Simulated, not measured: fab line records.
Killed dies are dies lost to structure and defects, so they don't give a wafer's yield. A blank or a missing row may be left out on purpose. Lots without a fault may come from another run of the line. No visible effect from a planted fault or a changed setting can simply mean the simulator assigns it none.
The tool behind it: which one? | flow gf180mcu | 36 wafers from 12 lots sampled at 4 of the route's 602 steps

## WHAT THE GAUGES SHOWED, per wafer
GF_MIM_THK_MEAS_11: measures by xrf.
lot  | measured     | on            | MIM_ALCU_THK (nm)
L075 | day 24 21:28 | film-metro-01 | 201.4 203.8 201.3
L077 | day 25 15:43 | film-metro-03 | 200.1 194.5 199.8
L079 | day 26 04:05 | film-metro-03 | 198.3 199.0 198.4
L081 | day 26 22:18 | film-metro-01 | 197.5 199.2 197.5
L083 | day 27 16:14 | film-metro-01 | 201.3 204.8 201.1
L085 | day 28 03:50 | film-metro-04 | 202.1 202.7 201.6
L087 | day 28 16:58 | film-metro-03 | 196.2 195.5 199.3
L089 | day 29 12:43 | film-metro-01 | 199.9 196.8 200.5
L091 | day 29 22:35 | film-metro-04 | 205.9 199.9 203.5
L093 | day 30 13:53 | film-metro-03 | 195.8 198.0 199.5
L095 | day 30 23:19 | film-metro-04 | 199.1 200.3 199.2
L097 | day 31 12:46 | film-metro-03 | 201.9 197.6 200.0

## TOOL THAT RAN EACH LOT (tool first, then ch and the chambers of the sampled wafers, then the start)
lot  | GF_V3_CMP_26                  | GF_MIM_SPUTTER_01            | GF_MIM_SPUTTER_04
L075 | cmp-02 ch 0,1,2, day 22 20:38 | pvd-sputter-02, day 24 21:01 | pvd-sputter-02, day 24 21:06
L077 | cmp-02 ch 0,1,2, day 23 15:19 | pvd-sputter-01, day 25 15:17 | pvd-sputter-01, day 25 15:22
L079 | cmp-01 ch 0,1,3, day 24 05:40 | pvd-sputter-01, day 26 03:38 | pvd-sputter-01, day 26 03:44
L081 | cmp-02 ch 0,2,3, day 25 00:15 | pvd-sputter-03, day 26 21:52 | pvd-sputter-03, day 26 21:57
L083 | cmp-02 ch 0,2,3, day 25 16:52 | pvd-sputter-03, day 27 15:48 | pvd-sputter-03, day 27 15:53
L085 | cmp-02 ch 0,2,3, day 26 07:26 | pvd-sputter-01, day 28 03:24 | pvd-sputter-01, day 28 03:29
L087 | cmp-02 ch 0,1,3, day 26 20:46 | pvd-sputter-01, day 28 16:32 | pvd-sputter-01, day 28 16:37
L089 | cmp-01 ch 0,1,3, day 27 18:19 | pvd-sputter-03, day 29 12:16 | pvd-sputter-03, day 29 12:20
L091 | cmp-02 ch 1,2, day 28 05:41   | pvd-sputter-02, day 29 22:10 | pvd-sputter-02, day 29 22:14
L093 | cmp-02 ch 0,1,3, day 28 20:55 | pvd-sputter-01, day 30 13:27 | pvd-sputter-01, day 30 13:32
L095 | cmp-01 ch 0,1, day 29 05:46   | pvd-sputter-01, day 30 22:53 | pvd-sputter-01, day 30 22:58
L097 | cmp-01 ch 0,3, day 29 20:48   | pvd-sputter-03, day 31 12:20 | pvd-sputter-03, day 31 12:25
- GF_V3_CMP_26: polishes, stops on SiO2, t overpolish 15 s, target thk 0 nm.
- GF_MIM_SPUTTER_01: material TiN, target thk 30 nm, time 25 s.
- GF_MIM_SPUTTER_04: material TiN, target thk 50 nm, time 41.7 s.

## THE ANSWER, worked out from the rows above alone
Rule: usual is defined by the lots themselves. The widest of any qualifying gaps counts: lots, ordered by their means at a reading, are off when they make up no more than a third of the lots, leave a main group of 4 or more, and stand apart from it by 3 or more times the standard deviation of that group's means. If all means in a main group match to the digits the tables above print for the reading, that group is not used. Also off: a lot with no number at a reading for which 4 or more lots have one. The other lots that the step has rows for count as sound.
Nothing can be told from this: no lot is off at any reading shown.

## WHAT HAD BEEN PUT IN BY THE SIMULATOR
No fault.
